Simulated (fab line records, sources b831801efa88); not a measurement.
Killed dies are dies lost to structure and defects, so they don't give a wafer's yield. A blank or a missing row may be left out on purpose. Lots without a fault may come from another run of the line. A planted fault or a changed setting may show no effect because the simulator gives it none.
Which tool did it? | flow sky130 | 6 lots, 18 wafers sampled, at 1 step of a route of 708

WHAT THE GAUGES READ, wafer by wafer
SKY_VIA4_OVL_MEAS_11.
lot  | measured     | on         | VIA4_OVL (nm)
L785 | day 42 17:58 | overlay-02 | 1.6 -0.2 0.6
L793 | day 45 06:50 | overlay-02 | 3.9 5.4 3.4
L796 | day 46 07:22 | overlay-01 | 0.9 1.4 2.1
L798 | day 46 13:13 | overlay-02 | -0.6 0.2 0.1
L802 | day 47 12:51 | overlay-02 | 3.1 2.1 2.0
L805 | day 48 04:01 | overlay-01 | 0.9 2.0 3.0

WHICH TOOL RAN EACH LOT (tool, then ch and the chambers of the sampled wafers, then the start)
The record holds no process step before these readings.

THE ANSWER, worked out from the rows above alone
Rule: what is usual is taken from the lots themselves. Put in order of their means at a reading, lots are off if they are a third of the lots or fewer, leave a main group of 4 or more, and stand apart from it by a gap of 3 or more times the standard deviation of the main group's means; of several such gaps the widest counts. A main group whose means are all the same, to the digits that the tables above print for the reading, isn't used. A lot without any number at a reading at which 4 lots or more have one is off too. The other lots that the step has rows for count as sound.
No lot is off at any reading shown: from this, nothing can be told.

WHAT THE SIMULATOR HAD PUT IN
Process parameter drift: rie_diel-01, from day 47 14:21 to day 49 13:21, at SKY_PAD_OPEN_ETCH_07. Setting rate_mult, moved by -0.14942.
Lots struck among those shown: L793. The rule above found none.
